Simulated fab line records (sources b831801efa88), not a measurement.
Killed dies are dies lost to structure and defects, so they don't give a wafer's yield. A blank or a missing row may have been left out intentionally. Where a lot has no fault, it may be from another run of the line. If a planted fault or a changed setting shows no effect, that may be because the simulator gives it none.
fab line records	flow sky130
record: lots: 6	wafers: 18	last_day: 50
route steps=708 shown VT_ADJUST_HVTP@89 VT_ADJUST_LVTN@97 PAD_OPEN@708
lots untouched by any fault: they come from a run of this same line in which no faults occurred
start_h: the number of hours between the record's first day and the start of the first shown wafer of the lot	wait_h: hours since the lot's step before	" repeats the value in the row above	L1.1+2: several wafers, shown together as one row	- either no value or no given start	* or withheld: withheld	< > ~ a bound
route shown NAME@n: NAME is a module with steps in the file, n the number in the route of the first one	usual: mean/standard deviation taken from wafers without a fault	same: alike in all rows	chamber/n: place in a boat	sites: each site's reading	_std_site: standard deviation across them	_edge_site: mean of outer sites minus mean of inner sites	radius_mm: how far each site lies from the wafer's centre	mask NAME#n: copy n	behind: the last tool/chamber to shape the wafer	hold: why the lot went on hold/how many hours it stayed there/how the hold came to an end	device: names the non-switching transistor (n, p or np)	end of line: tests run on the same wafers once the route is complete	step lacking rows: just its recipe	killed: not the wafer's yield, but the dies lost to structure and defects at the first sort	map: the dies of a wafer, with x for killed, . for not killed, _ for no die there
set.NAME: the setting the step ran with; set.NAME@STEP: the setting that earlier step ran with	model.NAME: the simulator's own value behind a step, which no gauge read
lots seen at some steps along the route; tables by step, rows by wafer
services: a tool's chamber out of use, with start hour (start_h, from the record's first day; less than 0 if before it), hours out, and reason
== steps ==
step: SKY_VT_ADJUST_HVTP_EXPOSE_04
recipe: mask_id: HVTPM	na: 0.6	source_shape: conventional	sigma_outer: 0.6	polarization: unpolarized	target_cd_nm: 380	dose_mj: 140
step: SKY_VT_ADJUST_HVTP_PEB_05
recipe: temp_c: withheld	time_s: *	resist: NOVOLAK
step: SKY_VT_ADJUST_HVTP_DEVELOP_06
recipe: resist: NOVOLAK	developer: TMAH	develop_time_s: 60	dev_temp_c: 23
step: SKY_VT_ADJUST_HVTP_CD_MEAS_07
recipe: target_cd_nm: 380
usual: cd_nm: 379.3/2.6
lot.wafer	tool	chamber	start_h	wait_h	cd_nm
L689.2	cd_sem-02	-	125.73	0.1	377.2
L689.5	"	-	"	"	377.8
L689.6	"	-	"	"	378.1
L692.4	cd_sem-01	-	147.70	0.1	378.8
L692.5	"	-	"	"	377.4
L692.6	"	-	"	"	378.4
L698.1	cd_sem-01	-	180.71	0.1	375.2
L698.3	"	-	"	"	376.0
L698.4	"	-	"	"	377.1
L700.1	cd_sem-01	-	191.44	0.1	379.8
L700.4	"	-	"	"	377.0
L700.5	"	-	"	"	378.3
L707.1	cd_sem-02	-	234.81	0.1	383.1
L707.2	"	-	"	"	381.5
L707.6	"	-	"	"	383.3
L711.1	cd_sem-02	-	262.26	0.1	376.9
L711.2	"	-	"	"	378.3
L711.3	"	-	"	"	378.8
step: SKY_VT_ADJUST_HVTP_OVL_MEAS_08
usual: VT_ADJUST_HVTP_OVL: 1.3/1.4
lot.wafer	tool	chamber	start_h	wait_h	VT_ADJUST_HVTP_OVL[nm]
L689.2	overlay-01	-	125.84	0.1	3.1
L689.5	"	-	"	"	3.2
L689.6	"	-	"	"	3.5
L692.4	overlay-02	-	147.78	0.1	1.9
L692.5	"	-	"	"	2.4
L692.6	"	-	"	"	1.8
L698.1	overlay-02	-	180.83	0.1	1.9
L698.3	"	-	"	"	3.7
L698.4	"	-	"	"	1.1
L700.1	overlay-01	-	191.56	0.1	3.2
L700.4	"	-	"	"	2.1
L700.5	"	-	"	"	2.4
L707.1	overlay-02	-	234.93	0.1	2.4
L707.2	"	-	"	"	4.3
L707.6	"	-	"	"	4.2
L711.1	overlay-01	-	262.38	0.1	0.5
L711.2	"	-	"	"	1.6
L711.3	"	-	"	"	1.6
step: SKY_VT_ADJUST_HVTP_IMPLANT_09
recipe: species: As	energy_kev: 150	dose_cm2: 4.3e+12	tilt_deg: withheld
step: SKY_VT_ADJUST_HVTP_STRIP_10
recipe: chemistry: O2/N2	power_w: 1400	pressure_mtorr: 1500	platen_temp_c: withheld	o2_flow_sccm: 3000	n2_flow_sccm: 300	overash_fraction: 0.5
usual: drypump_motor_current_A: 6.0/0.53	oes_product_au: 0.716/0.0049	strip_time_to_endpoint_s: 14.20/0.037
lot.wafer	tool	chamber	start_h	wait_h	drypump_motor_current_A	oes_product_au	rf_hours_counter_h	strip_time_to_endpoint_s
L689.2	plasma_asher-03	1	126.02	0.1	5.7	0.709	33	14.19
L689.5	"	1	"	"	5.7	0.712	-	14.19
L689.6	"	0	"	"	5.7	0.713	-	14.15
L692.4	plasma_asher-02	0	147.98	0.1	6.8	0.718	-	14.19
L692.5	"	0	"	"	6.8	0.721	-	14.21
L692.6	"	1	"	"	5.7	0.713	-	14.17
L698.1	plasma_asher-01	0	181.02	0.1	5.9	0.722	6	14.21
L698.3	"	0	"	"	5.9	0.704	-	14.20
L698.4	"	1	"	"	5.2	0.723	-	14.21
L700.1	plasma_asher-02	1	191.75	0.1	5.7	0.710	54	14.21
L700.4	"	1	"	"	5.7	0.716	-	14.15
L700.5	"	0	"	"	6.8	0.713	-	14.14
L707.1	plasma_asher-02	1	235.12	0.1	5.7	0.718	58	14.21
L707.2	"	0	"	"	6.8	0.712	58	14.25
L707.6	"	0	"	"	6.8	0.714	-	14.20
L711.1	plasma_asher-02	1	262.57	0.1	5.7	0.716	61	14.19
L711.2	"	0	"	"	6.9	0.718	61	14.17
L711.3	"	1	"	"	5.7	0.712	-	14.18
step: SKY_VT_ADJUST_HVTP_TW_MEAS_11
usual: VT_ADJUST_HVTP_TW: 1359/9.1
lot.wafer	tool	chamber	start_h	wait_h	VT_ADJUST_HVTP_TW
L689.2	film_metro-03	-	126.13	0.1	1353
L689.5	"	-	"	"	1346
L689.6	"	-	"	"	1353
L692.4	film_metro-01	-	148.08	0.1	1367
L692.5	"	-	"	"	1361
L692.6	"	-	"	"	1370
L698.1	film_metro-03	-	181.12	0.1	1359
L698.3	"	-	"	"	1363
L698.4	"	-	"	"	1361
L700.1	film_metro-03	-	191.85	0.1	1365
L700.4	"	-	"	"	1365
L700.5	"	-	"	"	1359
L707.1	film_metro-03	-	235.22	0.1	1358
L707.2	"	-	"	"	1346
L707.6	"	-	"	"	1356
L711.1	film_metro-02	-	262.67	0.1	1349
L711.2	"	-	"	"	1343
L711.3	"	-	"	"	1346
step: SKY_VT_ADJUST_LVTN_DEHYDRATE_00
recipe: temp_c: 200	time_s: 60
step: SKY_VT_ADJUST_LVTN_HMDS_01
recipe: prime_time_s: 60	prime_temp_c: 120
step: SKY_VT_ADJUST_LVTN_COAT_02
recipe: spin_rpm: 2000	resist_thk_nm: 3000
step: SKY_VT_ADJUST_LVTN_SOFTBAKE_03
recipe: temp_c: 110	time_s: withheld
step: SKY_VT_ADJUST_LVTN_EXPOSE_04
recipe: mask_id: NWM_COMPLEMENT_LESS_NATIVE	na: 0.6	source_shape: conventional	sigma_outer: 0.6	polarization: unpolarized	target_cd_nm: 840	dose_mj: 194
same: na: 0.6
lot.wafer	tool	chamber	start_h	wait_h	mask	model.VT_ADJUST_LVTN.overlay_x_nm
L689.2+5+6	iline_stepper-01	0	135.88	-	NWM_COMPLEMENT_LESS_NATIVE#0	0.2336
L692.4+5+6	iline_stepper-01	0	158.04	-	NWM_COMPLEMENT_LESS_NATIVE#0	-0.4511
L698.1+3+4	iline_stepper-01	0	192.64	-	NWM_COMPLEMENT_LESS_NATIVE#0	300.9
L700.1+4+5	iline_stepper-01	0	202.44	-	NWM_COMPLEMENT_LESS_NATIVE#0	300.7
L707.1+2+6	iline_stepper-02	0	245.82	-	NWM_COMPLEMENT_LESS_NATIVE#0	-0.3951
L711.1+2+3	iline_stepper-02	0	275.27	-	NWM_COMPLEMENT_LESS_NATIVE#0	0.7941
step: SKY_VT_ADJUST_LVTN_PEB_05
recipe: temp_c: 115	time_s: withheld
step: SKY_VT_ADJUST_LVTN_DEVELOP_06
recipe: wall_angle_deg: 90	developer: TMAH	develop_time_s: 60	dev_temp_c: 23
step: SKY_VT_ADJUST_LVTN_OVL_MEAS_07
usual: VT_ADJUST_LVTN_OVL: 0.1/1.4
lot.wafer	tool	chamber	start_h	wait_h	VT_ADJUST_LVTN_OVL[nm]
L689.2	overlay-02	-	146.17	-	2.0
L689.5	"	-	"	"	0.6
L689.6	"	-	"	"	1.0
L692.4	overlay-02	-	167.49	-	-1.4
L692.5	"	-	"	"	0.4
L692.6	"	-	"	"	0.4
L698.1	overlay-02	-	202.66	-	300.5
L698.3	"	-	"	"	299.5
L698.4	"	-	"	"	297.8
L700.1	overlay-02	-	213.07	-	299.6
L700.4	"	-	"	"	300.1
L700.5	"	-	"	"	298.8
L707.1	overlay-01	-	257.27	-	-1.4
L707.2	"	-	"	"	0.8
L707.6	"	-	"	"	-3.1
L711.1	overlay-02	-	287.97	-	1.5
L711.2	"	-	"	"	1.9
L711.3	"	-	"	"	1.4
step: SKY_VT_ADJUST_LVTN_IMPLANT_08
recipe: species: B	energy_kev: 30	dose_cm2: 1.57e+12	tilt_deg: withheld
step: SKY_PAD_OPEN_PROBE_99
usual: killed_at_M0_to_M3: 44/6.5	killed_at_M4_up: 2.9/1.7	killed_at_contacts: 24/5.7	killed_at_front_end: 16/4.4	killed_at_other: 0.2/0.48	killed_dies: 87/9.6	killed_on_rim: 17/3.8	killed_open: 48/6.7	killed_short: 38/6.2
same: gross_dies: 492	killed_at_back_side: 0
lot.wafer	tool	chamber	start_h	wait_h	killed_at_M0_to_M3	killed_at_M4_up	killed_at_contacts	killed_at_front_end	killed_at_other	killed_dies	killed_on_rim	killed_open	killed_short
L689.2	prober-02	-	1084.61	0.1	47	2	18	10	0	77	19	47	30
L689.5	prober-02	-	1084.76	0.2	50	6	14	21	0	91	19	42	46
L689.6	prober-02	-	1084.81	0.2	41	0	27	19	0	87	24	47	40
L692.4	prober-02	-	1100.71	0.2	47	4	24	16	0	91	17	51	40
L692.5	prober-02	-	1100.76	0.2	53	2	21	24	2	102	22	56	44
L692.6	prober-02	-	1100.81	0.2	43	5	27	21	0	96	17	53	43
L698.1	prober-01	-	1132.39	0.1	32	1	36	384	0	453	88	46	36
L698.3	prober-01	-	1132.49	0.2	46	3	27	375	0	451	87	47	45
L698.4	prober-01	-	1132.54	0.2	53	6	29	365	0	453	92	66	39
L700.1	prober-01	-	1142.35	0.1	43	3	24	380	1	451	87	45	34
L700.4	prober-01	-	1142.50	0.2	36	3	24	385	0	448	92	49	26
L700.5	prober-01	-	1142.55	0.2	34	5	30	374	0	443	89	48	32
L707.1	prober-02	-	1182.09	0.1	37	7	17	14	1	76	12	40	36
L707.2	prober-02	-	1182.14	0.1	30	2	20	16	0	68	16	39	29
L707.6	prober-02	-	1182.34	0.2	34	3	20	9	0	66	12	33	33
L711.1	prober-01	-	1200.93	0.1	27	7	26	7	0	67	13	35	30
L711.2	prober-01	-	1200.98	0.1	41	3	17	12	1	74	14	42	32
L711.3	prober-01	-	1201.03	0.2	37	2	21	13	0	73	15	37	36
killed by level:class
L689.2 VIA1:geometric_particle:open=11 VIA3:geometric_particle:open=9 CONTACT:geometric_particle:open=7 LI_CONTACT:geometric_particle:open=6 VIA2:geometric_particle:open=6 METAL1:geometric_particle:short=5 VIA2:geometric_particle:short=5 METAL2:geometric_particle:short=4
L689.5 VIA1:geometric_particle:open=12 VIA3:geometric_particle:short=6 METAL2:geometric_particle:short=6 FIELD_ISO:geometric_particle:open=5 POLY_GATE:geometric_particle:short=5 CONTACT:geometric_particle:open=5 VIA1:geometric_particle:short=5 VIA3:geometric_particle:open=5
L689.6 CONTACT:geometric_particle:open=12 METAL1:geometric_particle:short=8 VIA1:geometric_particle:open=7 VIA3:geometric_particle:open=7 POLY_GATE:geometric_particle:short=6 LI_CONTACT:geometric_particle:open=6 FIELD_ISO:geometric_particle:short=5 POLY_GATE:geometric_particle:open=5
L692.4 VIA1:geometric_particle:open=8 VIA2:geometric_particle:open=8 CONTACT:geometric_particle:open=7 LI_CONTACT:geometric_particle:open=5 LOCAL_INTERCONNECT:geometric_particle:short=5 METAL2:geometric_particle:short=5 VIA3:geometric_particle:open=5 FIELD_ISO:geometric_particle:short=4
L692.5 VIA2:geometric_particle:open=12 METAL1:geometric_particle:short=7 VIA1:geometric_particle:open=7 FIELD_ISO:geometric_particle:open=6 POLY_GATE:geometric_particle:open=6 LI_CONTACT:geometric_particle:open=6 FIELD_ISO:geometric_particle:short=5 POLY_GATE:geometric_particle:short=5
L692.6 VIA2:geometric_particle:open=14 LI_CONTACT:geometric_particle:open=8 FIELD_ISO:geometric_particle:short=7 CONTACT:geometric_particle:open=7 LOCAL_INTERCONNECT:geometric_particle:short=7 METAL2:geometric_particle:short=7 POLY_GATE:geometric_particle:open=5 VIA1:geometric_particle:open=5
L698.1 VT_ADJUST_LVTN:overlay=371 CONTACT:geometric_particle:open=14 LI_CONTACT:geometric_particle:open=9 VIA1:geometric_particle:open=8 CONTACT:geometric_particle:short=6 METAL1:geometric_particle:short=5 FIELD_ISO:geometric_particle:short=4 VIA1:geometric_particle:short=4
L698.3 VT_ADJUST_LVTN:overlay=359 LI_CONTACT:geometric_particle:open=8 CONTACT:geometric_particle:open=7 VIA3:geometric_particle:open=7 VIA3:geometric_particle:short=7 LOCAL_INTERCONNECT:geometric_particle:short=6 METAL1:geometric_particle:short=6 VIA1:geometric_particle:short=6
L698.4 VT_ADJUST_LVTN:overlay=348 VIA1:geometric_particle:open=12 VIA3:geometric_particle:open=11 VIA2:geometric_particle:open=11 LI_CONTACT:geometric_particle:open=10 CONTACT:geometric_particle:open=9 METAL1:geometric_particle:short=6 METAL2:geometric_particle:short=6
L700.1 VT_ADJUST_LVTN:overlay=372 VIA1:geometric_particle:open=13 CONTACT:geometric_particle:open=12 VIA2:geometric_particle:open=10 METAL1:geometric_particle:short=5 VIA3:geometric_particle:open=5 LOCAL_INTERCONNECT:geometric_particle:short=4 CONTACT:geometric_particle:short=4
L700.4 VT_ADJUST_LVTN:overlay=373 CONTACT:geometric_particle:open=10 VIA1:geometric_particle:open=9 VIA2:geometric_particle:open=8 LI_CONTACT:geometric_particle:open=7 VIA3:geometric_particle:open=7 CONTACT:geometric_particle:short=5 FIELD_ISO:geometric_particle:short=4
L700.5 VT_ADJUST_LVTN:overlay=363 CONTACT:geometric_particle:open=12 VIA3:geometric_particle:open=11 LI_CONTACT:geometric_particle:open=10 LOCAL_INTERCONNECT:geometric_particle:short=6 POLY_GATE:geometric_particle:short=5 VIA2:geometric_particle:open=5 VIA1:geometric_particle:short=4
L707.1 VIA1:geometric_particle:open=10 CONTACT:geometric_particle:open=8 POLY_GATE:geometric_particle:short=6 LI_CONTACT:geometric_particle:open=6 METAL4:geometric_particle:short=6 METAL1:geometric_particle:short=6 VIA2:geometric_particle:open=5 VIA3:geometric_particle:open=4
L707.2 LI_CONTACT:geometric_particle:open=11 CONTACT:geometric_particle:open=7 POLY_GATE:geometric_particle:open=5 VIA1:geometric_particle:short=5 VIA3:geometric_particle:open=4 METAL3:geometric_particle:short=4 FIELD_ISO:geometric_particle:open=3 METAL1:geometric_particle:short=3
L707.6 VIA1:geometric_particle:open=10 LI_CONTACT:geometric_particle:open=8 METAL1:geometric_particle:short=7 POLY_GATE:geometric_particle:short=5 CONTACT:geometric_particle:open=5 CONTACT:geometric_particle:short=4 METAL2:geometric_particle:short=4 VIA1:geometric_particle:short=3
L711.1 CONTACT:geometric_particle:open=14 VIA2:geometric_particle:open=7 LI_CONTACT:geometric_particle:open=5 METAL4:geometric_particle:short=5 VIA1:geometric_particle:short=5 CONTACT:geometric_particle:short=4 FIELD_ISO:geometric_particle:open=3 METAL1:geometric_particle:short=3
L711.2 VIA1:geometric_particle:open=10 VIA2:geometric_particle:open=7 CONTACT:geometric_particle:open=6 METAL1:geometric_particle:short=6 VIA3:geometric_particle:open=5 METAL2:geometric_particle:short=5 FIELD_ISO:geometric_particle:open=4 FIELD_ISO:geometric_particle:short=3
L711.3 CONTACT:geometric_particle:open=11 METAL2:geometric_particle:short=11 VIA1:geometric_particle:open=7 CONTACT:geometric_particle:short=4 METAL3:geometric_particle:short=4 VIA2:geometric_particle:open=4 VIA3:geometric_particle:open=4 FIELD_ISO:geometric_particle:open=3
map L698.1 (x killed, . not)
__________xxx.xxxxxx_________
________xxxxxx.xxxxxxx_______
______xxxxxxx.xxxxxxx.xx_____
_____xxxxxxxxxxxxxxx.xxxx____
____xxxxxxxx.xxxxxxxxxxxxx___
___xx.xxx.xxxxxxxxxxxxx.xxx__
__xxxxx.xxxxxxxxx.xx.xxxxxxx_
_.xxxxxxxxxx.xxxxxx.xxx..xxxx
_.xxxxxxxxxxxxxx.xxxxx.xxxxxx
_xxxxxxxxxxxxxxxxxxxxxxxxxxxx
_xxxxxxxxxxxx.xxxxxxxxx.xxxxx
_xxxxxxxxxxxxxxxxxxxxxxxxxxxx
_xxxxxxxxxxxxxxxxxxxxxxxx.xxx
_xxxxxxx.x.xxxxxxxxxxxxxxxxxx
_xxxxxxxxxxxxxxx.xxxxxxxxxxxx
__xxxxxxxxxxxxxxxxxxxxxxxxxx_
___xxxxxxxxxxxxxxxxxx.xxxxx__
____xxxxxxxx.x..x.xxx.xxxx___
_____xxxxxxxxxxxxxxxxxxxx____
______..xxxxxxx..xxxx.xx_____
________xxxxxxxxxx.xxx_______
__________xxxx.xxxxx_________
map L700.1 (x killed, . not)
__________..xxxxxxxx_________
________xxx.xxxxxxxxxx_______
______xxxxxxxxxxxxxxxxxx_____
_____xxxxxx.xxxxxxxxxxxxx____
____xxxxxxxxx.xxxxxxxxxxxx___
___xxxxxxxxxxxxxxx.xxxx.xxx__
__xxxxxxxx.xxx.xxxxxxxxxxxxx_
_xxxxx.xxxxxxxxxxxx.xx.xx..xx
_xx.xxxxxxxxxxxxxxx.xxxxx.xxx
_xxxxx.xxxxxxxxxxxxxxxxxxxx.x
_xx.xxxxxxxxxxxxxxxxxxxxxxxxx
_xxxxxx.xxxxxxxxxxxxxxxxxxxxx
_xxxx.xxxxxxxxxxxxxxxxxxxxxxx
_xxxxxxxxxxxxxxxxxxx.xxxxxxxx
_x.xxxxxx.xxxxxxxxxx.xxxxxx.x
__xxx.xxxxxxxxxxxxxxxxx.xxxx_
___xxxxxxxxxxx.xxxxxxxx..xx__
____xxxxx.xxxxxxxxxxxxxxx.___
_____..x.xxxx.xxxxxxxxxxx____
______xxxxxxxxxxxxxxxxxx_____
________xxxx.xxxxxxxxx_______
__________xxxx..xxxx_________
== services ==
tool	chamber	start_h	hours	kind
iline_stepper-02	-	103.13	1.7	pm
iline_stepper-02	0	106.54	-	calibration
plasma_asher-01	-	108.75	9.0	pm
plasma_asher-01	0	108.75	9.0	vent_cycle
plasma_asher-01	1	108.75	9.0	vent_cycle
plasma_asher-01	0	117.75	-	clean
plasma_asher-01	1	117.75	-	clean
iline_stepper-01	-	122.57	1.4	repair
plasma_asher-01	-	126.11	1.8	repair
plasma_asher-03	-	133.48	0.8	repair
iline_stepper-02	-	159.46	3.4	repair
iline_stepper-01	-	170.21	1.7	pm
plasma_asher-01	-	181.76	14.6	pm
iline_stepper-01	0	189.14	-	calibration
== key ==
first_sign: step: SKY_VT_ADJUST_LVTN_OVL_MEAS_07	reading: VT_ADJUST_LVTN_OVL	direction: up	sigmas: 99+	usual: 0.1	struck: 299.4
effect: step: SKY_PAD_OPEN_PROBE_99	reading: killed_at_front_end	direction: up	sigmas: 82	usual: 16	struck: 377
model_effect: step: SKY_VT_ADJUST_LVTN_EXPOSE_04	value: VT_ADJUST_LVTN.overlay_x_nm	without: 0.5866	struck: 300.8
more_kills_born_at: SKY_VT_ADJUST_LVTN_EXPOSE_04@iline_stepper-01: 2186
met_at SKY_VT_ADJUST_LVTN_EXPOSE_04
struck_wafers L698.1,L698.3,L698.4,L700.1,L700.4,L700.5
tester_left_out L698,L700
onset_between 158.04 192.64
fault: kind: scanner_matching_overlay	tool: iline_stepper-01	chamber: -	onset_h: 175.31	steps: SKY_VT_ADJUST_LVTN_EXPOSE_04	offset: 300.24
tester_left_out: of these lots the tester's yield and bins aren't shown, on N5 and GAA mostly nor the transistor test; their killed dies are dies lost to structure and defects alone, not to doping, threshold or leakage, so they don't give the yield
